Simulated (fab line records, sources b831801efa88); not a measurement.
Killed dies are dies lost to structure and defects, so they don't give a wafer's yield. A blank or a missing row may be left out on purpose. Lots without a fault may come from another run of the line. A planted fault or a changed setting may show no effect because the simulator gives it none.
Chamber matching | flow gf180mcu | GF_STI_ETCH_13 on rie_diel-04: 4 sister chambers
The step etches the open film in CHF3/O2, stops on Si, target depth 282.31 nm, time 112.9 s. 8 wafers are shown with their chamber, then 7 later ones without.

WAFERS WITH THEIR CHAMBER
wafer  | chamber | drypump_motor_current_A (A) | oes_product_au (a.u.)
L944.5 | 3       | 5.6                         | 0.836
L945.6 | 0       | 5.1                         | 0.830
L948.3 | 3       | 5.6                         | 0.846
L951.3 | 2       | 5.3                         | 0.833
L951.4 | 1       | 5.4                         | 0.832
L951.5 | 2       | 5.2                         | 0.833
L954.1 | 0       | 5.1                         | 0.829
L954.3 | 1       | 5.4                         | 0.837

WAFERS WITHOUT THEIR CHAMBER
wafer  | drypump_motor_current_A (A) | oes_product_au (a.u.)
L954.6 | 5.6                         | 0.830
L955.1 | 5.1                         | 0.839
L955.4 | 5.3                         | 0.833
L955.6 | 5.3                         | 0.844
L958.3 | 5.0                         | 0.831
L958.4 | 5.4                         | 0.830
L958.6 | 5.0                         | 0.838

WHICH CHAMBER EACH WENT THROUGH
wafer  | from the rows above     | in truth
L954.6 | 3                       | 3
L955.1 | 0                       | 0
L955.4 | can't be placed: 2 or 1 | 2
L955.6 | can't be placed: 2 or 1 | 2
L958.3 | 0                       | 0
L958.4 | 1                       | 1
L958.6 | 0                       | 0
Placed correctly: 5 of 7. Can't be placed from these rows: 2 (the true chamber is among the candidates in 2). Placed wrongly: 0.
How it was worked out, from the rows above alone: a wafer's distance from a chamber is the root of the sum, over the readings, of the square of ((its reading less the chamber's mean) divided by the reading's scatter). The wafer belongs to the nearest chamber; if the next one is less than 2 further off, it can't be placed. A chamber's mean is the mean of its shown wafers. The scatter: the root of (the sum of the squares of (reading less its chamber's mean) over the shown wafers, divided by (wafers less chambers)).
